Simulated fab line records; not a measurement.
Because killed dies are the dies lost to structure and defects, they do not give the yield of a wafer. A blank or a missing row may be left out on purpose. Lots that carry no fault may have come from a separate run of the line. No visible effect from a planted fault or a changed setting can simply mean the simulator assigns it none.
fab line records	flow gf180mcu
[record] lots = 6	wafers = 18	last_day = 34
route steps=602 shown V2@408 M3@409
lots untouched by any fault: they come from a run of this same line in which no faults occurred
start_h: hours from the record's opening day to when the first of the lot's shown wafers began	wait_h: hours elapsed since this lot's preceding step	" as in the row above	L1.1+2: several wafers, shown together as one row	- value missing, or start not given	* or withheld: withheld	< > ~ a bound
route shown NAME@n: NAME is a module with steps in the file, n the number in the route of the first one	usual: mean and standard deviation over wafers with no fault	same: alike in all rows	chamber/n: place in a boat	sites: per-site readings	_std_site: the values' standard deviation	_edge_site: the outer-site mean with the inner-site mean subtracted	radius_mm: how far each site lies from the wafer's centre	mask NAME#n: copy n	behind: tool/chamber where the wafer was last shaped	hold: why the lot was held/for how many hours/how that ended	device: which transistor (n, p or np) failed to switch	end of line: tests run on the same wafers once the route is complete	step lacking rows: just its recipe	killed: at the first sort, the dies lost to defects and structure; wafer yield is something else	map: dies across one wafer; x = killed, . = not, _ = none there
set.NAME: setting as actually run; set.NAME@STEP: the setting as run at that earlier step	model.NAME: the simulator's own value behind a step, which no gauge read
lots seen at some steps along the route; tables by step, rows by wafer
services: from which hour (start_h, from the record's first day; less than 0 if before it) a tool's chamber was out of use, for how many hours, and why
[[steps]]
[step GF_V2_CMP_26]
[recipe] stop_on = SiO2	down_force_psi = 3.5	platen_rpm = 60	t_overpolish_s = 15	target_thk_nm = 0	pad_velocity_m_s = 0.94248
[usual] motor_current_A = 11.3/0.93	overpolish_run_s = 14.999/0.0095	time_to_endpoint_s = 84.4/2.8
lot.wafer	tool	chamber	start_h	wait_h	motor_current_A	overpolish_run_s	time_to_endpoint_s
L188.1	cmp-01	2	462.88	0.1	10.4	14.998	87.8
L188.4	"	0	"	"	10.5	15.003	88.1
L188.3	"	1	"	"	11.5	15.011	83.8
L189.2	cmp-01	0	472.96	0.3	10.3	14.995	87.8
L189.1	"	3	"	"	13.0	15.001	85.6
L189.6	"	0	"	"	10.7	15.014	88.7
L202.3	cmp-01	2	586.16	0.1	11.0	15.000	85.6
L202.4	"	3	"	"	12.5	15.015	86.3
L202.5	"	1	"	"	11.4	14.987	86.8
L203.4	cmp-01	1	592.00	0.1	11.8	15.009	82.1
L203.6	"	3	"	"	12.3	14.997	86.5
L203.5	"	0	"	"	10.1	15.001	84.5
L208.4	cmp-02	3	629.98	0.1	10.2	14.989	82.4
L208.6	"	1	"	"	11.6	14.994	83.5
L208.5	"	2	"	"	11.8	15.000	81.4
L209.3	cmp-02	1	635.40	0.0	11.8	15.002	87.3
L209.4	"	0	"	"	10.2	15.009	80.3
L209.5	"	1	"	"	12.0	15.000	87.9
[step GF_M3_SPUTTER_00]
[recipe] material = Ti	target_thk_nm = 37.5	arriving_ion_energy_ev = 80	substrate_temp_c = 200	chamber_pressure_pa = 2	power_w = 4000	time_s = 150
[step GF_M3_SPUTTER_01]
[recipe] material = TiN	target_thk_nm = 30	power_w = 6500	time_s = 25	chamber_pressure_pa = 0.4
[usual] throttle_valve_pct = 29.3/1.1
lot.wafer	tool	chamber	start_h	wait_h	throttle_valve_pct
L188.1	pvd_sputter-02	-	463.28	0.1	30.1
L188.3	"	-	"	"	28.6
L188.4	"	-	"	"	27.8
L189.1	pvd_sputter-04	-	473.36	0.1	30.9
L189.2	"	-	"	"	29.0
L189.6	"	-	"	"	29.2
L202.3	pvd_sputter-03	-	586.51	0.1	29.4
L202.4	"	-	"	"	27.3
L202.5	"	-	"	"	30.4
L203.4	pvd_sputter-02	-	592.30	0.1	30.0
L203.5	"	-	"	"	30.0
L203.6	"	-	"	"	28.0
L208.4	pvd_sputter-02	-	630.28	0.1	30.1
L208.5	"	-	"	"	30.1
L208.6	"	-	"	"	27.8
L209.3	pvd_sputter-04	-	635.80	0.1	31.0
L209.4	"	-	"	"	30.9
L209.5	"	-	"	"	30.9
[step GF_M3_SPUTTER_02]
[recipe] material = AlCu	target_thk_nm = 450	power_w = 10600	time_s = 23.9	chamber_pressure_pa = 0.4
[usual] throttle_valve_pct = 29.3/1.1
lot.wafer	tool	chamber	start_h	wait_h	throttle_valve_pct
L188.1	pvd_sputter-02	-	463.31	0.0	29.9
L188.3	"	-	"	"	28.5
L188.4	"	-	"	"	27.9
L189.1	pvd_sputter-04	-	473.39	0.0	30.9
L189.2	"	-	"	"	29.3
L189.6	"	-	"	"	29.2
L202.3	pvd_sputter-03	-	586.54	0.0	29.4
L202.4	"	-	"	"	27.6
L202.5	"	-	"	"	30.9
L203.4	pvd_sputter-02	-	592.33	0.0	29.7
L203.5	"	-	"	"	30.1
L203.6	"	-	"	"	28.0
L208.4	pvd_sputter-02	-	630.31	0.0	30.1
L208.5	"	-	"	"	29.9
L208.6	"	-	"	"	27.9
L209.3	pvd_sputter-04	-	635.83	0.0	30.8
L209.4	"	-	"	"	30.7
L209.5	"	-	"	"	30.8
[step GF_M3_SPUTTER_03]
[recipe] material = Ti	target_thk_nm = 10	substrate_temp_c = 300	chamber_pressure_pa = 0.3	power_w = 3000	time_s = 6.7
[usual] substrate_temp_c = 300.00/0.2	throttle_valve_pct = 29.3/1.1
lot.wafer	tool	chamber	start_h	wait_h	substrate_temp_c	throttle_valve_pct
L188.1	pvd_sputter-02	-	463.34	0.0	300.32	29.8
L188.3	"	-	"	"	300.14	28.5
L188.4	"	-	"	"	300.27	27.7
L189.1	pvd_sputter-04	-	473.42	0.0	299.90	30.6
L189.2	"	-	"	"	299.56	29.2
L189.6	"	-	"	"	299.46	28.9
L202.3	pvd_sputter-03	-	586.57	0.0	300.27	29.6
L202.4	"	-	"	"	300.06	27.3
L202.5	"	-	"	"	300.06	30.2
L203.4	pvd_sputter-02	-	592.36	0.0	300.25	29.8
L203.5	"	-	"	"	300.02	29.8
L203.6	"	-	"	"	300.01	27.6
L208.4	pvd_sputter-02	-	630.34	0.0	300.11	30.2
L208.5	"	-	"	"	299.96	29.9
L208.6	"	-	"	"	299.77	27.9
L209.3	pvd_sputter-04	-	635.86	0.0	299.56	30.6
L209.4	"	-	"	"	299.89	30.7
L209.5	"	-	"	"	299.93	30.8
[step GF_M3_SPUTTER_04]
[recipe] material = TiN	target_thk_nm = 50	power_w = 6500	time_s = 41.7	chamber_pressure_pa = 0.4
[usual] throttle_valve_pct = 29.3/1.1
lot.wafer	tool	chamber	start_h	wait_h	throttle_valve_pct
L188.1	pvd_sputter-02	-	463.36	0.0	29.8
L188.3	"	-	"	"	28.4
L188.4	"	-	"	"	28.0
L189.1	pvd_sputter-04	-	473.44	0.0	30.9
L189.2	"	-	"	"	29.0
L189.6	"	-	"	"	29.2
L202.3	pvd_sputter-03	-	586.59	0.0	29.5
L202.4	"	-	"	"	27.2
L202.5	"	-	"	"	30.6
L203.4	pvd_sputter-02	-	592.38	0.0	30.1
L203.5	"	-	"	"	29.8
L203.6	"	-	"	"	27.7
L208.4	pvd_sputter-02	-	630.36	0.0	29.8
L208.5	"	-	"	"	30.3
L208.6	"	-	"	"	28.0
L209.3	pvd_sputter-04	-	635.88	0.0	30.8
L209.4	"	-	"	"	31.2
L209.5	"	-	"	"	31.0
[step GF_M3_RS_MEAS_05]
[recipe] thk_meas_gauge = four-point-probe	reads = TiN_of_M3_SPUTTER_04+Ti_of_M3_SPUTTER_03+AlCu_of_M3_SPUTTER_02+TiN_of_M3_SPUTTER_01+Ti_of_M3_SPUTTER_00
[usual] M3_ALCU_RS = 0.0697/0.00076
lot.wafer	tool	chamber	start_h	wait_h	M3_ALCU_RS[ohm/sq]
L188.1	film_metro-03	-	463.40	0.0	0.0694
L188.3	"	-	"	"	0.0693
L188.4	"	-	"	"	0.0691
L189.1	film_metro-03	-	473.48	0.0	0.0696
L189.2	"	-	"	"	0.0698
L189.6	"	-	"	"	0.0694
L202.3	film_metro-01	-	586.67	0.1	0.0699
L202.4	"	-	"	"	0.0698
L202.5	"	-	"	"	0.0699
L203.4	film_metro-02	-	592.48	0.1	0.0683
L203.5	"	-	"	"	0.0683
L203.6	"	-	"	"	0.0675
L208.4	film_metro-03	-	630.46	0.1	0.0695
L208.5	"	-	"	"	0.0699
L208.6	"	-	"	"	0.0690
L209.3	film_metro-03	-	635.96	0.1	0.0702
L209.4	"	-	"	"	0.0706
L209.5	"	-	"	"	0.0710
[step GF_M3_THK_MEAS_06]
[recipe] thk_meas_gauge = xrf	reads = AlCu_of_M3_SPUTTER_02
[usual] M3_ALCU_THK = 444/5.8
lot.wafer	tool	chamber	start_h	wait_h	M3_ALCU_THK[nm]
L188.1	film_metro-03	-	463.52	0.1	451
L188.3	"	-	"	"	449
L188.4	"	-	"	"	451
L189.1	film_metro-03	-	473.60	0.1	449
L189.2	"	-	"	"	447
L189.6	"	-	"	"	449
L202.3	film_metro-01	-	586.77	0.1	440
L202.4	"	-	"	"	443
L202.5	"	-	"	"	442
L203.4	film_metro-02	-	592.57	0.1	450
L203.5	"	-	"	"	449
L203.6	"	-	"	"	454
L208.4	film_metro-03	-	630.55	0.1	448
L208.5	"	-	"	"	447
L208.6	"	-	"	"	452
L209.3	film_metro-03	-	636.06	0.1	443
L209.4	"	-	"	"	442
L209.5	"	-	"	"	441
[step GF_M3_DEHYDRATE_07]
[recipe] temp_c = 200	time_s = 60
[step GF_M3_HMDS_08]
[recipe] prime_time_s = 60	prime_temp_c = 120
[step GF_M3_COAT_09]
[recipe] resist = KrF	spin_rpm = withheld	resist_thk_nm = 1000
[step GF_M3_SOFTBAKE_10]
[recipe] temp_c = 130	time_s = 60	resist = KrF
[step GF_M3_EXPOSE_11]
[recipe] mask_id = Metal3	target_cd_nm = 280	na = 0.68	source_shape = conventional	sigma_outer = 0.6	dose_mj = 28
[usual] exposure_dose_mJ_cm2 = 28.05/0.093	focus_offset_nm = -0.1/0.54	na = 0.68/0
lot.wafer	tool	chamber	start_h	wait_h	mask	exposure_dose_mJ_cm2	focus_offset_nm	na
L188.1	krf_scanner-02	0	476.06	-	Metal3#0	28.03	-0.3	0.68
L188.3	"	0	"	"	Metal3#0	27.99	-0.5	0.68
L188.4	"	0	"	"	Metal3#0	27.98	-0.3	0.68
L189.1	krf_scanner-01	0	485.81	-	Metal3#0	28.15	1.2	0.68
L189.2	"	0	"	"	Metal3#0	28.15	0.2	0.68
L189.6	"	0	"	"	Metal3#0	28.18	0.1	0.68
L202.3	krf_scanner-02	-	597.17	-	Metal3#0	-	-	-
L202.4	"	-	"	"	Metal3#0	-	-	-
L202.5	"	-	"	"	Metal3#0	-	-	-
L203.4	krf_scanner-02	-	603.24	-	Metal3#0	-	-	-
L203.5	"	-	"	"	Metal3#0	-	-	-
L203.6	"	-	"	"	Metal3#0	-	-	-
L208.4	krf_scanner-02	0	640.76	-	Metal3#0	27.91	-0.7	0.68
L208.5	"	0	"	"	Metal3#0	27.97	-0.5	0.68
L208.6	"	0	"	"	Metal3#0	27.96	0.0	0.68
L209.3	krf_scanner-02	0	645.81	-	Metal3#0	28.00	0.1	0.68
L209.4	"	0	"	"	Metal3#0	28.03	0.3	0.68
L209.5	"	0	"	"	Metal3#0	28.01	0.3	0.68
[step GF_M3_PEB_12]
[recipe] peb_temp_c = 135	peb_time_s = 90	resist = KrF
[[services]]
tool	chamber	start_h	hours	kind
krf_scanner-01	-	451.96	1.3	pm
krf_scanner-01	-	458.81	3.6	pm
krf_scanner-02	-	463.07	0.8	pm
krf_scanner-02	-	465.10	0.8	repair
pvd_sputter-04	-	465.94	2.8	repair
pvd_sputter-03	-	469.30	5.2	repair
cmp-02	-	469.55	4.3	pm
krf_scanner-02	0	474.51	-	calibration
krf_scanner-01	-	492.45	0.8	pm
krf_scanner-01	-	515.39	4.0	pm
cmp-01	-	516.79	1.0	repair
krf_scanner-02	-	519.47	1.0	pm
krf_scanner-01	-	526.82	0.1	repair
cmp-02	-	535.44	2.7	repair
krf_scanner-01	-	536.12	1.0	pm
cmp-02	-	572.15	4.0	pm
cmp-02	-	576.15	-	consumable_replace:conditioner
pvd_sputter-04	-	600.72	6.3	repair
krf_scanner-02	-	603.86	1.3	pm
cmp-02	-	618.27	7.1	pm
krf_scanner-01	-	627.93	1.3	pm
pvd_sputter-04	-	628.67	1.0	repair
krf_scanner-02	-	631.87	0.8	pm
pvd_sputter-02	-	644.69	8.0	repair
[[key]]
[first_sign] step = GF_M3_EXPOSE_11	reading = tool_record	direction = missing
effect none on later readings
met_at GF_M3_EXPOSE_11
struck_wafers L202.3,L202.4,L202.5,L203.4,L203.5,L203.6
later_rows_left_out L202.3,L202.4,L202.5,L203.4,L203.5,L203.6
sort_left_out L202.3,L202.4,L202.5,L203.4,L203.5,L203.6
onset_between 476.06 597.17
[fault] kind = skipped_step_whole	tool = krf_scanner-02	chamber = -	onset_h = 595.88	steps = GF_M3_EXPOSE_11	scope = struck_lots_only
// sort_left_out: the simulated sort isn't trusted on such a fault, so these wafers' sort isn't shown, and their yield isn't known
// later_rows_left_out: the simulator's readings of these wafers behind a module that went badly wrong aren't trusted and aren't shown, but for the sort
